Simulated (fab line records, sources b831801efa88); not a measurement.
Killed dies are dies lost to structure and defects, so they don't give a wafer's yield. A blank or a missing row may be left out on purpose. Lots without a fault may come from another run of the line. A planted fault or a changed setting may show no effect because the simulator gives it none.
fab line records | flow sky130
record lots=6 wafers=16 last_day=49
route steps=708 shown CONTACT@424 METAL1@434
lots that met no fault: from a run of the same line without faults
start_h: hours from the record's first day to the start of the lot's first wafer shown | wait_h: hours since the lot's step before | " the same as in the row above | L1.1+2: a row that stands for several wafers | - no value, or no start given | * or withheld: withheld | < > ~ a bound
route shown NAME@n: a module of which the file shows steps, and the number in the route of the first | usual: mean/standard deviation of fault-free wafers | same: alike in all rows | chamber/n: place in a boat | sites: the reading at each site | _std_site: their standard deviation | _edge_site: outer sites' mean less inner sites' | radius_mm: how far each site lies from the wafer's centre | mask NAME#n: copy n | behind: the tool/chamber that last shaped the wafer | hold: why the lot was held/for how many hours/how that ended | device: the transistor (n, p or np) that didn't switch | end of line: the same wafers' tests at the end of the route | a step without rows: its recipe alone | killed: dies lost to structure and defects at the first sort, not the wafer's yield | map: a wafer's dies, x killed, . not, _ none there
set.NAME: the setting as run; set.NAME@STEP: as run at that earlier step | model.NAME: the simulator's own value behind a step, which no gauge read
lots at some steps of the route; a table a step, a row a wafer
services: from which hour (start_h, from the record's first day; less than 0 if before it) a tool's chamber was out of use, for how many hours, and why
## steps
# step SKY_CONTACT_ETCH_18
# recipe target=Si3N4 chemistry=CHF3/O2 stop_on=TiN source_w=600 bias_w=200 pressure_mtorr=40 chf3_flow_sccm=50 O2_flow_sccm=5 time_s=39 target_depth_a=750
# step SKY_CONTACT_STRIP_19
# recipe chemistry=O2/N2 power_w=1400 pressure_mtorr=1500 platen_temp_c=withheld o2_flow_sccm=3000 n2_flow_sccm=300 overash_fraction=0.5
# step SKY_CONTACT_STRIP_20
# recipe chemistry=post_etch_residue_remover time_s=1200 temp_c=72.5
# step SKY_CONTACT_CLEAN_21
# recipe chemistry=IPA time_s=180 temp_c=25
# step SKY_CONTACT_CLEAN_22
# recipe chemistry=O3/DIW dry=n2_spin
# step SKY_CONTACT_SPUTTER_23
# recipe material=TiN target_thk_nm=20 chamber_pressure_pa=5 power_w=4000 time_s=80
# step SKY_CONTACT_CVD_24
# recipe material=W target_thk_nm=340 time_s=102.12 temp_c=400 pressure_torr=40
# usual heater_power_w=801/25
# columns lot.wafer tool chamber start_h wait_h heater_power_w
L503.4 cvd_w-01 0 732.15 0.1 810
L503.5 " 1 " " 798
L503.6 " 0 " " 843
L506.4 cvd_w-01 0 770.12 0.1 823
L506.5 " 0 " " 848
L506.6 " 1 " " 779
L512.1 cvd_w-02 1 819.94 0.0 813
L512.2 " 0 " " 783
L512.6 " 1 " " 818
L514.3 cvd_w-02 0 827.19 0.1 794
L518.1 cvd_w-01 1 850.79 0.0 797
L518.2 " 0 " " 846
L518.5 " 0 " " 827
L519.1 cvd_w-01 0 855.95 0.0 841
L519.5 " 1 " " 786
L519.6 " 0 " " 829
# step SKY_CONTACT_RS_MEAS_25
# recipe thk_meas_gauge=four-point-probe reads=W_of_CONTACT_CVD_24+TiN_of_CONTACT_SPUTTER_23
# usual CONTACT_W_RS=0.3404/0.003
# columns lot.wafer tool chamber start_h wait_h CONTACT_W_RS[ohm/sq]
L503.4 film_metro-03 - 732.29 0.1 0.3410
L503.5 " - " " 0.3383
L503.6 " - " " 0.3396
L506.4 film_metro-03 - 770.26 0.1 0.3396
L506.5 " - " " 0.3417
L506.6 " - " " 0.3430
L512.1 film_metro-04 - 820.05 0.1 0.3413
L512.2 " - " " 0.3413
L512.6 " - " " 0.3427
L514.3 film_metro-03 - 827.31 0.1 0.3421
L518.1 film_metro-03 - 850.90 0.1 0.3409
L518.2 " - " " 0.3406
L518.5 " - " " 0.3411
L519.1 film_metro-04 - 856.06 0.1 0.3378
L519.5 " - " " 0.3390
L519.6 " - " " 0.3411
# step SKY_CONTACT_THK_MEAS_26
# recipe thk_meas_gauge=xrf reads=W_of_CONTACT_CVD_24
# usual CONTACT_W_THK=337/5.7
# columns lot.wafer tool chamber start_h wait_h CONTACT_W_THK[nm]
L503.4 film_metro-03 - 732.38 0.1 343
L503.5 " - " " 343
L503.6 " - " " 343
L506.4 film_metro-03 - 770.35 0.1 338
L506.5 " - " " 336
L506.6 " - " " 335
L512.1 film_metro-04 - 820.17 0.1 337
L512.2 " - " " 339
L512.6 " - " " 337
L514.3 film_metro-03 - 827.41 0.1 339
L518.1 film_metro-03 - 851.02 0.1 342
L518.2 " - " " 341
L518.5 " - " " 341
L519.1 film_metro-04 - 856.18 0.1 342
L519.5 " - " " 339
L519.6 " - " " 336
# step SKY_CONTACT_CMP_27
# recipe stop_on=SiO2 t_overpolish_s=15 down_force_psi=3.5 platen_rpm=60 target_thk_nm=0 pad_velocity_m_s=0.94248
# step SKY_METAL1_SPUTTER_00
# recipe material=Ti target_thk_nm=15 power_w=3000 time_s=10 chamber_pressure_pa=0.4
# step SKY_METAL1_SPUTTER_01
# recipe material=TiN target_thk_nm=20 power_w=6500 time_s=16.7 chamber_pressure_pa=0.4
# usual throttle_valve_pct=29.9/1.1
# columns lot.wafer tool chamber start_h wait_h throttle_valve_pct
L503.4 pvd_sputter-04 - 732.73 0.0 28.5
L503.5 " - " " 28.5
L503.6 " - " " 29.6
L506.4 pvd_sputter-03 - 770.70 0.0 29.4
L506.5 " - " " 28.7
L506.6 " - " " 29.5
L512.1 pvd_sputter-03 - 820.55 0.0 31.5
L512.2 " - " " 31.3
L512.6 " - " " 31.7
L514.3 pvd_sputter-03 - 827.77 0.0 30.9
L518.1 pvd_sputter-02 - 851.41 0.0 30.2
L518.2 " - " " 27.9
L518.5 " - " " 27.9
L519.1 pvd_sputter-04 - 856.56 0.0 29.2
L519.5 " - " " 29.5
L519.6 " - " " 28.7
# step SKY_METAL1_SPUTTER_02
# recipe material=AlCu target_thk_nm=250 power_w=10600 time_s=13.3 chamber_pressure_pa=0.4
# usual throttle_valve_pct=29.9/1.1
# columns lot.wafer tool chamber start_h wait_h throttle_valve_pct model.AlCu_of_METAL1_SPUTTER_02.thk_nm
L503.4 pvd_sputter-04 - 732.75 0.0 28.4 254.3
L503.5 " - " " 28.6 252.2
L503.6 " - " " 29.8 254.4
L506.4 pvd_sputter-03 - 770.72 0.0 29.7 253.9
L506.5 " - " " 28.6 251.6
L506.6 " - " " 29.4 253.1
L512.1 pvd_sputter-03 - 820.57 0.0 31.7 250.5
L512.2 " - " " 31.2 178
L512.6 " - " " 31.7 249.8
L514.3 pvd_sputter-03 - 827.80 0.0 31.0 177.2
L518.1 pvd_sputter-02 - 851.43 0.0 30.3 249.7
L518.2 " - " " 28.0 248.9
L518.5 " - " " 28.0 247.7
L519.1 pvd_sputter-04 - 856.59 0.0 29.2 252.2
L519.5 " - " " 29.2 252.1
L519.6 " - " " 28.4 252.7
# step SKY_METAL1_SPUTTER_03
# recipe material=Ti target_thk_nm=5 power_w=3000 time_s=3.3 chamber_pressure_pa=0.4
# usual throttle_valve_pct=30.0/1.1
# columns lot.wafer tool chamber start_h wait_h throttle_valve_pct
L503.4 pvd_sputter-04 - 732.78 0.0 28.3
L503.5 " - " " 28.6
L503.6 " - " " 29.4
L506.4 pvd_sputter-03 - 770.75 0.0 29.4
L506.5 " - " " 29.0
L506.6 " - " " 29.5
L512.1 pvd_sputter-03 - 820.60 0.0 31.8
L512.2 " - " " 31.1
L512.6 " - " " 31.8
L514.3 pvd_sputter-03 - 827.82 0.0 30.9
L518.1 pvd_sputter-02 - 851.46 0.0 30.1
L518.2 " - " " 27.9
L518.5 " - " " 27.8
L519.1 pvd_sputter-04 - 856.61 0.0 29.6
L519.5 " - " " 29.4
L519.6 " - " " 28.3
# step SKY_METAL1_SPUTTER_04
# recipe material=TiN target_thk_nm=70 power_w=6500 time_s=58.3 chamber_pressure_pa=0.4
# usual throttle_valve_pct=29.9/1.1
# columns lot.wafer tool chamber start_h wait_h throttle_valve_pct
L503.4 pvd_sputter-04 - 732.80 0.0 28.5
L503.5 " - " " 28.6
L503.6 " - " " 29.2
L506.4 pvd_sputter-03 - 770.77 0.0 29.7
L506.5 " - " " 28.6
L506.6 " - " " 29.4
L512.1 pvd_sputter-03 - 820.62 0.0 31.5
L512.2 " - " " 30.7
L512.6 " - " " 31.6
L514.3 pvd_sputter-03 - 827.84 0.0 31.1
L518.1 pvd_sputter-02 - 851.47 0.0 30.2
L518.2 " - " " 27.9
L518.5 " - " " 28.1
L519.1 pvd_sputter-04 - 856.63 0.0 29.6
L519.5 " - " " 29.2
L519.6 " - " " 28.6
# step SKY_METAL1_RS_MEAS_05
# recipe thk_meas_gauge=four-point-probe reads=TiN_of_METAL1_SPUTTER_04+Ti_of_METAL1_SPUTTER_03+AlCu_of_METAL1_SPUTTER_02+TiN_of_METAL1_SPUTTER_01+Ti_of_METAL1_SPUTTER_00
# usual METAL1_ALCU_RS=0.1261/0.0017
# columns lot.wafer tool chamber start_h wait_h METAL1_ALCU_RS[ohm/sq]
L503.4 film_metro-02 - 732.91 0.1 0.1244
L503.5 " - " " 0.1256
L503.6 " - " " 0.1244
L506.4 film_metro-02 - 770.88 0.1 0.1249
L506.5 " - " " 0.1262
L506.6 " - " " 0.1254
L512.1 film_metro-02 - 820.67 0.0 0.1263
L512.2 " - " " 0.1811
L512.6 " - " " 0.1267
L514.3 film_metro-02 - 827.93 0.1 0.1812
L518.1 film_metro-02 - 851.52 0.0 0.1269
L518.2 " - " " 0.1271
L518.5 " - " " 0.1282
L519.1 film_metro-01 - 856.68 0.0 0.1257
L519.5 " - " " 0.1260
L519.6 " - " " 0.1255
# step SKY_METAL1_THK_MEAS_06
# recipe thk_meas_gauge=xrf reads=AlCu_of_METAL1_SPUTTER_02
# usual METAL1_ALCU_THK=250/3.5
# columns lot.wafer tool chamber start_h wait_h METAL1_ALCU_THK[nm]
L503.4 film_metro-02 - 733.00 0.1 253
L503.5 " - " " 248
L503.6 " - " " 253
L506.4 film_metro-02 - 770.97 0.1 252
L506.5 " - " " 249
L506.6 " - " " 252
L512.1 film_metro-02 - 820.79 0.1 250
L512.2 " - " " 177
L512.6 " - " " 248
L514.3 film_metro-02 - 828.03 0.1 176
L518.1 film_metro-02 - 851.64 0.1 250
L518.2 " - " " 248
L518.5 " - " " 247
L519.1 film_metro-01 - 856.80 0.1 252
L519.5 " - " " 251
L519.6 " - " " 252
# step SKY_METAL1_DEHYDRATE_07
# recipe temp_c=200 time_s=60
# step SKY_METAL1_HMDS_08
# recipe prime_time_s=60 prime_temp_c=120
# step SKY_METAL1_COAT_09
# recipe resist=BARC temp_c=withheld time_s=withheld spin_rpm=3000 resist_thk_nm=60
# step SKY_METAL1_COAT_10
# recipe resist=KrF-thick spin_rpm=3000 resist_thk_nm=450
# step SKY_METAL1_SOFTBAKE_11
# recipe temp_c=100 time_s=90 resist=KrF-thick
# step SKY_METAL1_EXPOSE_12
# recipe mask_id=MM1 na=0.8 source_shape=annular sigma_inner=0.55 sigma_outer=0.85 target_cd_nm=140 dose_mj=28
# step SKY_METAL1_PEB_13
# recipe peb_temp_c=withheld peb_time_s=withheld resist=KrF-thick
# step SKY_METAL1_DEVELOP_14
# recipe develop_time_s=60 resist=KrF-thick dev_temp_c=21
# step SKY_METAL1_CD_MEAS_15
# recipe target_cd_nm=140
# usual cd_nm=138.9/1.5
# columns lot.wafer tool chamber start_h wait_h cd_nm
L503.4 cd_sem-01 - 760.57 - 139.3
L503.5 " - " " 136.3
L503.6 " - " " 138.6
L506.4 cd_sem-01 - 797.53 - 140.1
L506.5 " - " " 138.9
L506.6 " - " " 138.8
L512.1 cd_sem-01 - 846.96 - 138.2
L512.2 " - " " 139.5
L512.6 " - " " 139.7
L514.3 cd_sem-01 - 854.50 - 140.9
L518.1 cd_sem-02 - 877.16 - 137.5
L518.2 " - " " 138.9
L518.5 " - " " 138.6
L519.1 cd_sem-01 - 882.56 - 135.6
L519.5 " - " " 135.2
L519.6 " - " " 136.4
# step SKY_METAL1_OVL_MEAS_16
# usual METAL1_OVL=2/5.2
# columns lot.wafer tool chamber start_h wait_h METAL1_OVL[nm]
L503.4 overlay-02 - 760.65 0.1 -4
L503.5 " - " " -1
L503.6 " - " " -2
L506.4 overlay-02 - 797.60 0.1 -4
L506.5 " - " " 2
L506.6 " - " " 5
L512.1 overlay-01 - 847.08 0.1 1
L512.2 " - " " -5
L512.6 " - " " -7
L514.3 overlay-02 - 854.59 0.1 8
L518.1 overlay-02 - 877.28 0.1 6
L518.2 " - " " 0
L518.5 " - " " 2
L519.1 overlay-01 - 882.68 0.1 6
L519.5 " - " " 5
L519.6 " - " " 12
# step SKY_METAL1_DESCUM_17
# recipe chemistry=O2 source_power_w=150 bias_power_w=0 pressure_mtorr=10 temp_c=40 time_s=8
# step SKY_METAL1_ETCH_18
# recipe chemistry=N2/H2 target=BARC ion_energy_ev=200 bias_w=100 pressure_mtorr=30 n2_flow_sccm=100 h2_flow_sccm=200 icp_w=500 stop_on=SiO2 time_s=45.9 target_depth_a=600
# usual bias_w=100.0/0.31 drypump_motor_current_A=5.84/0.23 oes_product_au=0.855/0.0051 throttle_valve_pct=13.224/0.0087
# columns lot.wafer tool chamber start_h wait_h bias_w drypump_motor_current_A oes_product_au rf_hours_counter_h throttle_valve_pct
L503.4 rie_metal-03 0 760.72 0.0 100.3 5.84 0.846 - 13.213
L503.5 " 1 " " 99.9 5.38 0.860 - 13.237
L503.6 " 0 " " 99.6 5.82 0.861 - 13.217
L506.4 rie_metal-01 0 797.68 0.0 99.7 6.14 0.857 - 13.224
L506.5 " 1 " " 100.4 5.73 0.857 - 13.237
L506.6 " 0 " " 99.9 6.12 0.853 - 13.237
L512.1 rie_metal-03 0 847.15 0.0 100.0 5.83 0.860 4 13.226
L512.2 " 1 " " 100.1 5.40 0.847 9 13.243
L512.6 " 1 " " 99.7 5.40 0.850 - 13.224
L514.3 rie_metal-01 0 854.67 0.0 100.2 6.12 0.853 - 13.232
L518.1 rie_metal-03 0 877.35 0.0 99.7 5.83 0.855 5 13.223
L518.2 " 1 " " 100.3 5.39 0.853 10 13.221
L518.5 " 0 " " 100.0 5.86 0.848 - 13.218
L519.1 rie_metal-03 1 882.75 0.0 99.5 5.38 0.860 10 13.208
L519.5 " 0 " " 100.3 5.84 0.853 - 13.217
L519.6 " 1 " " 99.6 5.40 0.851 - 13.228
# step SKY_METAL1_METAL_ETCH_19
# recipe target_depth_a=3600 stop_on=SiO2 over_etch_frac=0.3 time_s=78 chemistry=Cl2/BCl3 resist_sidewall_deg=88 pressure_mtorr=10 icp_w=900 bias_w=48.5 Cl2_flow_sccm=60 bcl3_flow_sccm=30
# usual bias_w=48.52/0.16 drypump_motor_current_A=5.84/0.23 oes_product_au=0.855/0.0062 throttle_valve_pct=22.264/0.0091
# columns lot.wafer tool chamber start_h wait_h bias_w drypump_motor_current_A oes_product_au rf_hours_counter_h throttle_valve_pct
L503.4 rie_metal-03 0 760.79 0.1 48.24 5.82 0.855 - 22.266
L503.5 " 1 " " 48.48 5.39 0.857 - 22.265
L503.6 " 0 " " 48.34 5.84 0.860 - 22.247
L506.4 rie_metal-01 0 797.75 0.1 48.45 6.10 0.853 - 22.261
L506.5 " 1 " " 48.53 5.73 0.850 - 22.263
L506.6 " 0 " " 48.44 6.08 0.855 - 22.279
L512.1 rie_metal-03 0 847.21 0.0 48.41 5.83 0.856 4 22.254
L512.2 " 1 " " 48.59 5.37 0.785 9 22.272
L512.6 " 1 " " 48.61 5.38 0.860 - 22.257
L514.3 rie_metal-01 0 854.74 0.1 48.53 6.12 0.786 - 22.258
L518.1 rie_metal-03 0 877.41 0.0 48.58 5.82 0.851 5 22.267
L518.2 " 1 " " 48.77 5.37 0.860 10 22.260
L518.5 " 0 " " 48.45 5.84 0.845 - 22.267
L519.1 rie_metal-03 1 882.81 0.0 48.61 5.41 0.859 11 22.256
L519.5 " 0 " " 48.37 5.85 0.852 - 22.279
L519.6 " 1 " " 48.50 5.40 0.855 - 22.270
# step SKY_METAL1_STRIP_20
# recipe chemistry=O2/N2 power_w=1400 pressure_mtorr=1500 platen_temp_c=withheld o2_flow_sccm=3000 n2_flow_sccm=300 overash_fraction=0.5
## services
# columns tool chamber start_h hours kind
pvd_sputter-04 - 710.67 3.2 repair
pvd_sputter-03 - 712.67 1.9 repair
pvd_sputter-04 3 746.44 - consumable_replace:kit
pvd_sputter-04 3 746.44 18.0 scheduled_down
pvd_sputter-04 3 746.44 18.0 vent_cycle
cvd_w-02 - 752.31 0.3 repair
cvd_w-01 0 754.57 4.1 repair
rie_metal-03 1 763.11 3.6 repair
cvd_w-01 - 770.69 0.9 repair
pvd_sputter-03 - 806.46 5.6 repair
pvd_sputter-02 - 819.61 9.3 repair
pvd_sputter-02 - 821.36 15.1 repair
rie_metal-03 0 840.03 2.3 repair
cvd_w-02 - 866.41 2.0 repair
pvd_sputter-02 - 867.83 2.4 repair
pvd_sputter-02 0 875.79 - consumable_replace:kit
pvd_sputter-02 0 875.79 18.0 scheduled_down
pvd_sputter-02 0 875.79 18.0 vent_cycle
## key
first_sign step=SKY_METAL1_RS_MEAS_05 reading=METAL1_ALCU_RS direction=up sigmas=32 usual=0.1261 struck=0.1812
effect step=SKY_METAL1_THK_MEAS_06 reading=METAL1_ALCU_THK direction=down sigmas=21 usual=250 struck=176
effect step=SKY_METAL1_METAL_ETCH_19 reading=oes_product_au direction=down sigmas=11 usual=0.855 struck=0.785
model_effect step=SKY_METAL1_SPUTTER_02 value=AlCu_of_METAL1_SPUTTER_02.thk_nm without=249.4 struck=177.6
met_at SKY_METAL1_SPUTTER_02
struck_wafers L512.2,L514.3
rows_end L514.3
fault kind=process_parameter_drift tool=pvd_sputter-03 chamber=- onset_h=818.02 steps=SKY_METAL1_SPUTTER_02 channel=target_thk_nm offset=-71.733 shape=step acts_in=these_recipes_only stated=250 scope=struck_wafers_only
# rows_end: these wafers met a further fault down the route, and their rows from its step on are left out
